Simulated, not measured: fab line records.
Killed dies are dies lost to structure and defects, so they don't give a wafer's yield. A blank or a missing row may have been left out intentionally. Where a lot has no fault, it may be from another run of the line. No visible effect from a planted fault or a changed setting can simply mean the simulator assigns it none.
The same fault as seen by 2 desks | flow gf180mcu | each desk has only its own numbers; what lay behind them comes last

== THE TOOL OWNER'S DESK: implanter-02 ==
The tool's own readings at GF_HV_LDD_IMPLANT_34, given as means over the sampled wafers that have a number, one for each lot that went through this tool. Marked OUT: a lot whose mean sits more than 4 standard deviations from the usual mean, which makes it out of limits; the brackets give that distance.
Columns: A = dose-ions-cm2 at GF_HV_LDD_IMPLANT_34, usual 7.5e+12; B = faraday-current-uA at GF_HV_LDD_IMPLANT_34, usual 42.3
lot  | first seen here | A                         | B
L339 | day 11 17:08    | 7.5e+12                   | 41.5
L341 | day 12 06:09    | 7.5e+12                   | 41.8
L349 | day 15 02:41    | 7.5e+12                   | 41.8
L350 | day 15 08:11    | 5.6e+12 (-99 or more) OUT | 32.1 (-11) OUT
L352 | day 15 17:22    | 5.6e+12 (-99 or more) OUT | 31.7 (-11) OUT
L361 | day 18 21:59    | 7.5e+12                   | 41.9
L362 | day 19 05:48    | 7.5e+12                   | 43.0
This desk's verdict: out of limits on L350, L352, starting with L350 at day 15 08:11 (dose-ions-cm2 at GF_HV_LDD_IMPLANT_34). Within limits: L339, L341, L349, L361, L362.

== METROLOGY DESK ==
What the gauges read for every lot (on any tool): the sampled wafers with a number, averaged. Marked OUT: a lot whose mean sits more than 4 standard deviations from the usual mean, which makes it out of limits; the brackets give that distance.
Columns: A = POLY_GATE_CVD_00_THK at GF_POLY_GATE_THK_MEAS_01, usual 200.6 nm; B = HV_LDD_3_TW at GF_HV_LDD_TW_MEAS_38, usual 1436; C = HV_LDD_RS at GF_HV_LDD_RS_MEAS_53, usual 417.7 ohm/sq; D = CONTACT_CVD_02_THK at GF_CONTACT_THK_MEAS_03, usual 858 nm
lot  | first seen here | A     | B               | C                | D
L339 | day 8 15:11     | 198.7 | 1437            | 416.7            | 865
L341 | day 9 03:16     | 201.7 | 1437            | 417.8            | 869
L343 | day 9 20:47     | 202.6 | 1445            | 418.6            | 845
L347 | day 11 00:45    | 201.4 | 1435            | 416.9            | 855
L349 | day 11 16:31    | 200.4 | 1440            | 418.2            | 870
L350 | day 11 20:49    | 204.7 | 1395 (-5.7) OUT | 422.0 (+4.9) OUT | 844
L352 | day 12 05:25    | 200.1 | 1416            | 423.1 (+6.2) OUT | 863
L358 | day 14 02:55    | 200.1 | 1438            | 418.8            | 863
L359 | day 14 08:30    | 200.8 | 1436            | 417.6            | 865
L360 | day 14 13:04    | 201.1 | 1438            | 418.0            | 871
L361 | day 15 00:28    | 198.3 | 1429            | 416.8            | 878
L362 | day 15 07:10    | 201.1 | 1436            | 418.0            | 862
Finding of this desk: L350, L352 out of limits, first seen on L350 at day 15 08:43 (HV_LDD_3_TW at GF_HV_LDD_TW_MEAS_38). Within limits: L339, L341, L343, L347, L349, L358, L359, L360, L361, L362.

== ALL TOGETHER ==
The tool owner's desk could have raised an alarm at day 15 08:11, on L350, L352.
Metrology desk: alarm possible at day 15 08:43 on L350, L352.
On implanter-02, each named lot ran GF_HV_LDD_IMPLANT_34.

== WHAT HAD BEEN PUT IN BY THE SIMULATOR ==
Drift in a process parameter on implanter-02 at GF_HV_LDD_IMPLANT_34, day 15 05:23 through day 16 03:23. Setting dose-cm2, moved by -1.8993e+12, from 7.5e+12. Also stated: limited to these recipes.
Shown lots that were struck: L350, L352.
Fault start to first reading out of limits, in hours, per desk: tool owner, 3; metrology, 3.
